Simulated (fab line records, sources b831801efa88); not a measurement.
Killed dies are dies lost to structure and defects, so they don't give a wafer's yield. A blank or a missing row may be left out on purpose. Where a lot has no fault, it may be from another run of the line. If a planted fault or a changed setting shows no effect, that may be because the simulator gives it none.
A lot that was struck, set against a sound lot | flow gf180mcu | 18 steps out of a route of 602
Sound: the wafers L650.2, L650.5, L650.6. Wafers L660.2, L660.4, L660.5 were the ones struck. Last of all comes the cause.
For every step that has rows: the tool of each side, followed by ch and its chambers, followed by its first start. Under that, the readings that differ: sound wafers | struck wafers | difference of the means | sigmas: that difference in standard deviations of wafers without a fault.
alike: readings with means less than 2 such deviations apart, plus words and numbers identical on both sides. not compared: withheld readings, readings lacking a value on some wafer, bounds such as >300 that could conceal the same value, and numbers that have no deviation in the record and whose values overlap.
Wherever a step has rows on one side only, a row that says differs or no value, or a row with sigmas, the two part there. Non-overlapping numbers with no deviation appear without sigmas and do not part them. A reading missing from all wafers of one side parts the sides only when that side holds two or more wafers.

first, 3 steps without rows for these wafers: GF_V4_EXPOSE_11 (exposes mask Via4, target cd 260 nm); GF_V4_PEB_12 (peb time 90 s); GF_V4_DEVELOP_13 (develop time 60 s).
GF_V4_CD_MEAS_14 targets a cd of 260 nm.
  sound on cd-sem-02, day 25 17:31; struck on cd-sem-02, day 28 20:01
  reading    | sound             | struck            | difference | sigmas
  cd-nm (nm) | 262.9 262.5 262.4 | 260.2 261.2 259.7 | -2.2       | -2
GF_V4_OVL_MEAS_15:
  sound on overlay-01, day 25 17:37; struck on overlay-01, day 28 20:08
  alike: V4_OVL
GF_V4_ETCH_16: etches BARC in N2/H2.
  sound on rie-diel-04 ch 0,1,2, day 25 17:39; struck on rie-diel-04 ch 1,2,3, day 28 20:10
  alike: bias-w, drypump-motor-current-A, oes-product-au, throttle-valve-pct
GF_V4_ETCH_17: etches SiO2 in C4F8/O2/Ar, stops on TiN, target depth 630 nm.
  sound on rie-diel-04 ch 0,1,2; struck on rie-diel-04 ch 1,2,3
  alike: bias-w, oes-product-au
GF_V4_STRIP_18: strips in O2/N2.
  sound on plasma-asher-02 ch 0,1, day 25 17:46; struck on plasma-asher-02 ch 0, day 28 20:17
  alike: drypump-motor-current-A, heater-power-w, o2-flow-sccm, oes-product-au
  not compared: rf-hours-counter-h
then, 3 steps without rows for these wafers: GF_V4_STRIP_19 (strips in post etch residue remover, time 1200 s); GF_V4_CLEAN_20 (cleans in DIW); GF_V4_SPUTTER_21 (material Ti, target thk 15 nm, time 80.02 s).
GF_V4_SPUTTER_22: material TiN, target thk 10 nm, time 40 s.
  sound on pvd-sputter-02, day 25 18:22; struck on pvd-sputter-02, day 28 20:53
  alike: cathode-dc-power-W, chamber-pressure-pa, throttle-valve-pct
GF_V4_CVD_23: deposits W, target thk 350 nm, time 104.9 s.
  sound on cvd-w-01 ch 0,1, day 25 18:25; struck on cvd-w-01 ch 0,1, day 28 20:55
  reading                          | sound             | struck            | difference | sigmas
  chamber-pressure-Torr (Torr)     | 39.94 40.03 39.89 | 56.57 56.67 56.55 | +16.64     | +99 or more
  model.W_of_V4_CVD_23.thk-nm (nm) | 353.5 352.5 350.3 | 410.4 412.4 417.5 | +61.3      |
  alike: heater-power-outer-w, heater-power-w
GF_V4_RS_MEAS_24: measurement is done with a four-point probe.
  sound on film-metro-03, day 25 18:32; struck on film-metro-02, day 28 21:03
  reading          | sound             | struck            | difference | sigmas
  V4_W_RS (ohm/sq) | 0.323 0.325 0.327 | 0.278 0.276 0.274 | -0.049     | -12
GF_V4_THK_MEAS_25: measures by xrf.
  sound on film-metro-03, day 25 18:39; struck on film-metro-02, day 28 21:10
  reading       | sound       | struck      | difference | sigmas
  V4_W_THK (nm) | 352 352 350 | 417 421 426 | +70        | +16
GF_V4_CMP_26: polishes, stops on SiO2, t overpolish 15 s, target thk 0 nm.
  sound on cmp-02 ch 1,2, day 25 18:45; struck on cmp-01 ch 1,2, day 28 21:13
  reading                | sound    | struck     | difference | sigmas
  time-to-endpoint-s (s) | 87 84 87 | 98 102 102 | +15        | +4
  alike: motor-current-A
GF_MIM_SPUTTER_00: material Ti, target thk 37.5 nm, time 150 s.
  sound on pvd-sputter-02, day 25 19:00; struck on pvd-sputter-01, day 28 21:31
  alike: cathode-dc-power-W, chamber-pressure-pa, throttle-valve-pct
then, 1 step without rows for these wafers: GF_PASSIVATION_PROBE_99.

## WHERE THEY PART
Earliest at GF_V4_CD_MEAS_14; latest, in this record, at GF_V4_CMP_26. Later steps at which nothing parts them and some readings are alike: GF_MIM_SPUTTER_00.

WHY: what had been put in by the simulator
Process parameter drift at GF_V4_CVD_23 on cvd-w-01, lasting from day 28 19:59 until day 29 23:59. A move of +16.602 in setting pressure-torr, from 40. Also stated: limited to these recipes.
